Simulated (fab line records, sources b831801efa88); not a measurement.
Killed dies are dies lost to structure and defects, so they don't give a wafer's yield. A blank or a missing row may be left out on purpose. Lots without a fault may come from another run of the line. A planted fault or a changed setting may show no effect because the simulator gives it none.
Which tool did it? | flow sfq_line | 14 lots, 42 wafers sampled, at 3 steps of a route of 325

WHAT THE GAUGES READ, wafer by wafer
The record holds no reading of a measuring or inspecting step that can be judged against a usual standard deviation.

WHICH TOOL RAN EACH LOT (tool, then ch and the chambers of the sampled wafers, then the start)
lot  | SFQ_TRILAYER_M4_BARC_OPEN_METAL_ETCH_123 | SFQ_TRILAYER_M4_ETCH_METAL_ETCH_096 | SFQ_TRILAYER_I4_VIA_LITHO_EXPOSE_104
L588 | rie_metal-03 ch 0,1, day 34 06:41        | rie_metal-03 ch 0,1, day 34 06:46   | krf_scanner-01 ch 0, day 37 08:37
L589 | rie_metal-01 ch 0,1, day 34 13:53        | rie_metal-01 ch 0,1, day 34 13:58   | krf_scanner-01 ch 0, day 37 13:37
L590 | rie_metal-04 ch 0,1, day 35 07:52        | rie_metal-04 ch 0,1, day 35 07:56   | krf_scanner-01 ch 0, day 38 12:22
L591 | rie_metal-03 ch 0,1, day 35 11:28        | rie_metal-03 ch 0,1, day 35 11:32   | krf_scanner-01 ch 0, day 38 20:46
L592 | rie_metal-01 ch 0,1, day 35 16:16        | rie_metal-01 ch 0,1, day 35 16:20   | krf_scanner-01 ch 0, day 39 00:22
L593 | rie_metal-01 ch 0,1, day 35 18:40        | rie_metal-01 ch 0,1, day 35 18:44   | krf_scanner-01 ch 0, day 39 05:22
L596 | rie_metal-04 ch 0,1, day 36 11:28        | rie_metal-04 ch 0,1, day 36 11:32   | krf_scanner-01 ch 0, day 40 01:34
L598 | rie_metal-01 ch 0,1, day 38 18:42        | rie_metal-01 ch 0,1, day 38 18:46   | krf_scanner-01, day 41 23:16
L599 | rie_metal-03 ch 0,1, day 39 07:54        | rie_metal-03 ch 0,1, day 39 07:58   | krf_scanner-01, day 43 00:00
L600 | rie_metal-04 ch 0,1, day 39 11:30        | rie_metal-04 ch 0,1, day 39 11:34   | krf_scanner-01 ch 0, day 43 06:00
L608 | rie_metal-03 ch 0,1, day 43 16:56        | rie_metal-03 ch 0,1, day 43 16:59   | krf_scanner-01 ch 0, day 47 07:27
L609 | rie_metal-04 ch 0,1, day 44 09:17        | rie_metal-04 ch 0,1, day 44 09:20   | krf_scanner-01 ch 0, day 47 23:03
L610 | rie_metal-01 ch 0, day 44 16:29          | rie_metal-01 ch 0, day 44 16:32     | krf_scanner-01 ch 0, day 48 09:57
L611 | rie_metal-03 ch 0,1, day 45 07:10        | rie_metal-03 ch 0,1, day 45 07:13   | krf_scanner-01 ch 0, day 49 11:23
- SFQ_TRILAYER_M4_BARC_OPEN_METAL_ETCH_123: etches BARC in O2, target depth 125 nm, time 41.7 s.
- SFQ_TRILAYER_M4_ETCH_METAL_ETCH_096: etches Nb in Cl2/Ar, stops on SiO2, target depth 240 nm, time 120 s.
- SFQ_TRILAYER_I4_VIA_LITHO_EXPOSE_104: exposes mask I4, target cd 700 nm.

WHAT THE TOOLS THEMSELVES READ (means of the sampled wafers that have a number; where no wafer has one, the mark that the record gives instead)
SFQ_TRILAYER_M4_BARC_OPEN_METAL_ETCH_123. Usual: bias_w 80.00 W, standard deviation 0.23; chamber_pressure_mTorr 9.999 mTorr, standard deviation 0.0086; drypump_motor_current_A 5.85 A, standard deviation 0.25; oes_product_au 0.685 a.u., standard deviation 0.0043.
lot  | tool         | bias_w (W) | chamber_pressure_mTorr (mTorr) | drypump_motor_current_A (A) | oes_product_au (a.u.) | flag
L588 | rie_metal-03 | 80.07      | 9.995                          | 5.89                        | 0.686                 |
L589 | rie_metal-01 | 80.04      | 10.002                         | 5.79                        | 0.683                 |
L590 | rie_metal-04 | 79.80      | 9.995                          | 6.07                        | 0.684                 |
L591 | rie_metal-03 | 79.82      | 10.005                         | 5.92                        | 0.682                 |
L592 | rie_metal-01 | 80.01      | 10.005                         | 5.82                        | 0.682                 |
L593 | rie_metal-01 | 79.92      | 9.997                          | 5.80                        | 0.686                 |
L596 | rie_metal-04 | 79.99      | 9.997                          | 6.04                        | 0.683                 |
L598 | rie_metal-01 | -          | -                              | -                           | -                     | OFF
L599 | rie_metal-03 | -          | -                              | -                           | -                     | OFF
L600 | rie_metal-04 | 79.90      | 9.994                          | 6.07                        | 0.685                 |
L608 | rie_metal-03 | 80.12      | 9.995                          | 5.92                        | 0.681                 |
L609 | rie_metal-04 | 80.14      | 9.994                          | 6.07                        | 0.681                 |
L610 | rie_metal-01 | 80.02      | 9.996                          | 5.78                        | 0.684                 |
L611 | rie_metal-03 | 79.89      | 10.002                         | 5.92                        | 0.681                 |

SFQ_TRILAYER_M4_ETCH_METAL_ETCH_096. Usual: bias_w 79.99 W, standard deviation 0.24; chamber_pressure_mTorr 10.000 mTorr, standard deviation 0.0094; drypump_motor_current_A 5.86 A, standard deviation 0.25; oes_product_au 0.892 a.u., standard deviation 0.0081.
lot  | tool         | bias_w (W) | chamber_pressure_mTorr (mTorr) | drypump_motor_current_A (A) | oes_product_au (a.u.) | flag
L588 | rie_metal-03 | 80.03      | 10.000                         | 5.87                        | 0.887                 |
L589 | rie_metal-01 | 80.39      | 10.005                         | 5.79                        | 0.892                 |
L590 | rie_metal-04 | 79.85      | 10.000                         | 6.07                        | 0.880                 |
L591 | rie_metal-03 | 79.86      | 10.002                         | 5.93                        | 0.883                 |
L592 | rie_metal-01 | 79.92      | 9.997                          | 5.81                        | 0.906                 |
L593 | rie_metal-01 | 79.75      | 10.004                         | 5.80                        | 0.893                 |
L596 | rie_metal-04 | 79.66      | 10.000                         | 6.09                        | 0.904                 |
L598 | rie_metal-01 | 79.97      | 9.997                          | 5.81                        | 0.375                 | OFF
L599 | rie_metal-03 | 79.86      | 9.993                          | 5.91                        | 0.372                 | OFF
L600 | rie_metal-04 | 80.14      | 9.995                          | 6.03                        | 0.900                 |
L608 | rie_metal-03 | 79.96      | 10.011                         | 5.94                        | 0.896                 |
L609 | rie_metal-04 | 79.93      | 10.012                         | 6.06                        | 0.899                 |
L610 | rie_metal-01 | 80.20      | 10.015                         | 5.77                        | 0.896                 |
L611 | rie_metal-03 | 80.12      | 10.005                         | 5.92                        | 0.886                 |

SFQ_TRILAYER_I4_VIA_LITHO_EXPOSE_104. Usual: exposure_dose_mJ_cm2 21.298, standard deviation 0.021; focus_offset_nm 0.1 nm, standard deviation 0.47.
lot  | tool           | exposure_dose_mJ_cm2 | focus_offset_nm (nm) | flag
L588 | krf_scanner-01 | 21.291               | -0.0                 |
L589 | krf_scanner-01 | 21.288               | -0.4                 |
L590 | krf_scanner-01 | 21.304               | 0.5                  |
L591 | krf_scanner-01 | 21.301               | 0.1                  |
L592 | krf_scanner-01 | 21.293               | 0.5                  |
L593 | krf_scanner-01 | 21.322               | -0.0                 |
L596 | krf_scanner-01 | 21.308               | 0.0                  |
L598 | krf_scanner-01 | -                    | -                    | OFF
L599 | krf_scanner-01 | -                    | -                    | OFF
L600 | krf_scanner-01 | 21.335               | 0.3                  |
L608 | krf_scanner-01 | 21.303               | 0.1                  |
L609 | krf_scanner-01 | 21.304               | 0.3                  |
L610 | krf_scanner-01 | 21.292               | 0.4                  |
L611 | krf_scanner-01 | 21.311               | -0.2                 |

THE ANSWER, worked out from the rows above alone
Rule: a lot is off if the mean of its wafers that have a number lies more than 3 standard deviations from the usual mean. A lot without any number at a reading at which 4 lots or more have one is off too. The other lots that the step has rows for count as sound. The gauges are gone through in route order, then the tools' own readings, and for those a lot's mean is taken as printed above. The first step at which some lot is off is used, and at that step the reading that is off furthest; a lot without a number counts as furthest.
Off: L598, L599, at SFQ_TRILAYER_M4_BARC_OPEN_METAL_ETCH_123 (bias_w). Without a number there: L598, L599.
A tool fits if, at that step or a process step before it, it ran every lot that is off, and no sound lot after the first of them. None of those tried fits.

WHAT THE SIMULATOR HAD PUT IN
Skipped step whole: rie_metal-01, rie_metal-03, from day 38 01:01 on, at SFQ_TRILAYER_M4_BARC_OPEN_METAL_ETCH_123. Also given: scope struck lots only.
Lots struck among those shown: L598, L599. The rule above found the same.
